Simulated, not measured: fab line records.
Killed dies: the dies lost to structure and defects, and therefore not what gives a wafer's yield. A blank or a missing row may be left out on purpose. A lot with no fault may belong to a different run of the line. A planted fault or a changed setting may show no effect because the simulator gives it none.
Which tool did it? | flow sky130 | 13 lots with 39 wafers sampled at 5 steps, on a route of 708 steps

WHAT THE GAUGES READ, wafer by wafer
SKY_POLY_GATE_CD_MEAS_13 targets a cd of 150 nm. Usual: cd-nm 150.6 nm, standard deviation 1.6.
lot  | measured     | on        | cd-nm (nm)        | flag
L164 | day 16 21:23 | cd-sem-01 | 149.7 151.4 150.6 |
L165 | day 17 16:16 | cd-sem-02 | 151.9 150.8 151.8 |
L166 | day 17 23:03 | cd-sem-01 | 148.4 148.5 148.0 |
L167 | day 18 02:23 | cd-sem-02 | 149.3 150.6 150.5 |
L169 | day 19 05:27 | cd-sem-01 | 149.7 149.5 150.1 |
L175 | day 21 03:35 | cd-sem-01 | 153.2 154.1 152.0 |
L177 | day 21 21:25 | cd-sem-01 | 150.5 152.0 152.7 |
L181 | day 23 18:30 | cd-sem-01 | 150.3 151.3 150.3 |
L180 | day 24 00:28 | cd-sem-02 | 148.4 149.7 148.1 |
L182 | day 24 00:47 | cd-sem-01 | 149.5 149.7 149.2 |
L183 | day 24 02:08 | cd-sem-02 | 150.9 151.3 149.6 |
L184 | day 24 14:31 | cd-sem-02 | 152.8 150.3 151.6 |
L185 | day 25 05:28 | cd-sem-01 | 151.7 152.1 152.4 |

SKY_POLY_GATE_CD_MEAS_22. Usual: cd-nm 150.5 nm, standard deviation 2.1.
lot  | measured     | on        | cd-nm (nm)        | flag
L164 | day 17 00:04 | cd-sem-01 | 151.4 152.2 150.7 |
L165 | day 17 18:58 | cd-sem-02 | 151.9 146.6 148.9 |
L166 | day 18 00:54 | cd-sem-02 | 146.3 148.4 147.5 |
L167 | day 18 05:03 | cd-sem-02 | 147.3 149.9 150.6 |
L169 | day 19 07:18 | cd-sem-02 | 147.5 151.2 149.8 |
L175 | day 21 05:26 | cd-sem-01 | 152.7 153.5 152.8 |
L177 | day 21 23:17 | cd-sem-01 | 150.4 153.0 154.0 |
L181 | day 23 20:26 | cd-sem-02 | 150.7 153.0 151.8 |
L180 | day 24 02:19 | cd-sem-01 | 150.0 148.3 149.1 |
L182 | day 24 02:39 | cd-sem-02 | 150.6 149.4 149.5 |
L183 | day 24 03:59 | cd-sem-01 | 150.6 150.1 150.1 |
L184 | day 24 17:14 | cd-sem-01 | 153.6 151.5 151.8 |
L185 | day 25 07:20 | cd-sem-02 | 151.6 151.3 151.6 |

SKY_LDD_HVN_OVL_MEAS_07. Usual: LDD_HVN_OVL gives 1.5 nm (standard deviation 1.4).
lot  | measured     | on         | LDD_HVN_OVL (nm) | flag
L164 | day 20 19:57 | overlay-02 | 2.7 1.9 0.6      |
L165 | day 21 15:27 | overlay-01 | 2.4 1.1 1.6      |
L166 | day 21 23:57 | overlay-02 | 1.1 0.9 -0.4     |
L167 | day 22 03:00 | overlay-01 | 2.4 1.4 1.5      |
L169 | day 23 04:42 | overlay-01 | 1.4 2.0 1.1      |
L175 | day 25 01:05 | overlay-01 | 0.1 -0.7 -1.1    |
L177 | day 25 18:11 | overlay-02 | 2.0 1.4 2.5      |
L181 | day 27 13:22 | overlay-02 | 49.8 49.7 50.1   | OFF
L180 | day 27 18:38 | overlay-01 | 1.6 1.5 1.3      |
L182 | day 27 20:56 | overlay-01 | 52.5 53.1 51.7   | OFF
L183 | day 27 20:56 | overlay-02 | 53.4 53.7 53.6   | OFF
L184 | day 28 09:24 | overlay-02 | 3.1 2.3 2.1      |
L185 | day 28 23:01 | overlay-02 | 50.9 52.1 51.6   | OFF

SKY_LDD_HVP_OVL_MEAS_07. Usual: LDD_HVP_OVL gives 0.1 nm (standard deviation 1.2).
lot  | measured     | on         | LDD_HVP_OVL (nm) | flag
L164 | day 22 02:47 | overlay-01 | -0.5 -0.2 0.2    |
L165 | day 22 22:00 | overlay-01 | 0.3 0.5 0.0      |
L166 | day 23 06:15 | overlay-02 | 1.5 0.6 1.4      |
L167 | day 23 09:56 | overlay-02 | -0.9 0.1 -1.1    |
L169 | day 24 10:57 | overlay-01 | 1.4 1.2 0.0      |
L175 | day 26 06:53 | overlay-02 | -0.2 -1.5 -1.3   |
L177 | day 26 22:53 | overlay-01 | 1.9 0.1 0.2      |
L181 | day 28 18:01 | overlay-02 | 0.6 -0.4 0.8     |
L180 | day 28 22:56 | overlay-02 | 1.8 1.7 3.1      |
L182 | day 29 00:41 | overlay-02 | 0.4 0.8 -0.1     |
L183 | day 29 01:35 | overlay-02 | 2.0 2.1 0.4      |
L184 | day 29 13:05 | overlay-02 | 1.6 0.2 0.1      |
L185 | day 30 03:25 | overlay-02 | 0.2 -1.0 -0.3    |

WHICH TOOL RAN EACH LOT (tool, then ch and the chambers of the sampled wafers, then the start)
lot  | SKY_LDD_HVN_EXPOSE_04
L164 | iline-stepper-02 ch 0, day 20 05:28
L165 | iline-stepper-01 ch 0, day 21 00:23
L166 | iline-stepper-02 ch 0, day 21 08:34
L167 | iline-stepper-02 ch 0, day 21 12:12
L169 | iline-stepper-02 ch 0, day 22 13:19
L175 | iline-stepper-01 ch 0, day 24 11:01
L177 | iline-stepper-01 ch 0, day 25 03:06
L181 | iline-stepper-02 ch 0, day 26 23:33
L180 | iline-stepper-01 ch 0, day 27 04:53
L182 | iline-stepper-02 ch 0, day 27 06:55
L183 | iline-stepper-02 ch 0, day 27 07:01
L184 | iline-stepper-01 ch 0, day 27 18:29
L185 | iline-stepper-02 ch 0, day 28 10:10
- SKY_LDD_HVN_EXPOSE_04: exposes mask HVNTM, target cd 700 nm.

WHAT THE TOOLS THEMSELVES READ (means of the sampled wafers that have a number; where no wafer has one, the mark that the record gives instead)
SKY_LDD_HVN_EXPOSE_04. Usual: focus-offset-nm 0.0 nm, standard deviation 0.51.
lot  | tool             | focus-offset-nm (nm) | flag
L164 | iline-stepper-02 | -0.2                 |
L165 | iline-stepper-01 | -0.1                 |
L166 | iline-stepper-02 | 0.3                  |
L167 | iline-stepper-02 | -0.2                 |
L169 | iline-stepper-02 | 0.2                  |
L175 | iline-stepper-01 | -0.1                 |
L177 | iline-stepper-01 | -0.8                 |
L181 | iline-stepper-02 | 0.8                  |
L180 | iline-stepper-01 | -0.5                 |
L182 | iline-stepper-02 | -0.1                 |
L183 | iline-stepper-02 | 0.0                  |
L184 | iline-stepper-01 | 0.5                  |
L185 | iline-stepper-02 | -0.3                 |

THE ANSWER, worked out from the rows above alone
Rule: a lot is off if the mean of its wafers that have a number lies more than 3 standard deviations from the usual mean. Also off: a lot with no number at a reading for which 4 or more lots have one. Where the step has rows for the other lots, those lots are counted as sound. The gauges are gone through in route order, then the tools' own readings, and for those a lot's mean is taken as printed above. At the first step where some lot is off, the reading lying furthest off is the one used; lots without a number count as furthest.
Off: L181, L182, L183, L185, seen at SKY_LDD_HVN_OVL_MEAS_07 (LDD_HVN_OVL).
A tool fits if, at a process step before that reading, it ran every lot that is off, and no sound lot after the first of them. The gauges at SKY_LDD_HVN_OVL_MEAS_07 are tried like those tools. One candidate fits, namely iline-stepper-02 at SKY_LDD_HVN_EXPOSE_04. Its last sound lot is L169 (day 22 13:19), its first lot that is off L181 (day 26 23:33): a fault that began between those two fits.

WHAT THE SIMULATOR HAD INSERTED
Scanner matching overlay: iline-stepper-02, from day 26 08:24 on, at SKY_LDD_HVN_EXPOSE_04. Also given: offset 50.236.
Lots struck among those shown: L181, L182, L183, L185. This agrees with what the rule above found.
